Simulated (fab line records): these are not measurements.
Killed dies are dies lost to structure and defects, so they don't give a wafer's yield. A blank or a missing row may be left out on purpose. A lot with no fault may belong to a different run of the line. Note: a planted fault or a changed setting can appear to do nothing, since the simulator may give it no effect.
Which tool was responsible? :: flow sky130 :: 6 lots, 18 wafers sampled, at 2 steps of a route of 708

== WHAT THE GAUGES READ, wafer by wafer ==
SKY_NWELL_OVL_MEAS_10.
lot: L715
measured: day 5 14:43
on: overlay-02
NWELL_00_OVL (nm): -1.8 -0.8 -1.3

lot: L717
measured: day 6 02:20
on: overlay-01
NWELL_00_OVL (nm): -0.4 -2.0 -3.0

lot: L719
measured: day 6 10:59
on: overlay-02
NWELL_00_OVL (nm): - - -

lot: L729
measured: day 8 23:19
on: overlay-02
NWELL_00_OVL (nm): 0.3 1.5 -0.9

lot: L731
measured: day 9 07:44
on: overlay-02
NWELL_00_OVL (nm): 2.3 0.7 1.7

lot: L734
measured: day 10 02:58
on: overlay-02
NWELL_00_OVL (nm): 0.4 1.2 -1.0

== WHAT TOOL EACH LOT RAN ON (gives the tool, then ch and the chambers of the sampled wafers, and finally the start) ==
lot: L715
SKY_NWELL_COAT_05: litho track-01 ch 0, day 5 05:14

lot: L717
SKY_NWELL_COAT_05: litho track-01 ch 0, day 5 17:08

lot: L719
SKY_NWELL_COAT_05: litho track-01, day 6 01:41

lot: L729
SKY_NWELL_COAT_05: litho track-01 ch 0, day 8 12:59

lot: L731
SKY_NWELL_COAT_05: litho track-03 ch 0, day 8 21:10

lot: L734
SKY_NWELL_COAT_05: litho track-03 ch 0, day 9 16:02
- SKY_NWELL_COAT_05: resist thk 3000 nm.

== THE ANSWER, worked out from the rows above alone ==
Rule: the lots themselves supply what counts as usual. Put in order of their means at a reading, lots are off if they are a third of the lots or fewer, leave a main group of 4 or more, and stand apart from it by a gap of 3 or more times the standard deviation of the main group's means; of several such gaps the widest counts. A main group is skipped when, at the precision printed for the reading in the tables above, its means are all equal. A lot without any number at a reading at which 4 lots or more have one is off too. Where the step has rows for the other lots, those lots are counted as sound.
Off: L719, seen at SKY_NWELL_OVL_MEAS_10 (NWELL_00_OVL). Without a number there: L719. Main group: mean -0.2 nm, sd 1.2.
If a tool, at a process step before that reading, ran all the lots that are off and no sound lot after the first of them, it fits. Gauges at SKY_NWELL_OVL_MEAS_10: tried the same way as those tools. Of those tried, none fits.

== WHAT HAD BEEN PUT IN BY THE SIMULATOR ==
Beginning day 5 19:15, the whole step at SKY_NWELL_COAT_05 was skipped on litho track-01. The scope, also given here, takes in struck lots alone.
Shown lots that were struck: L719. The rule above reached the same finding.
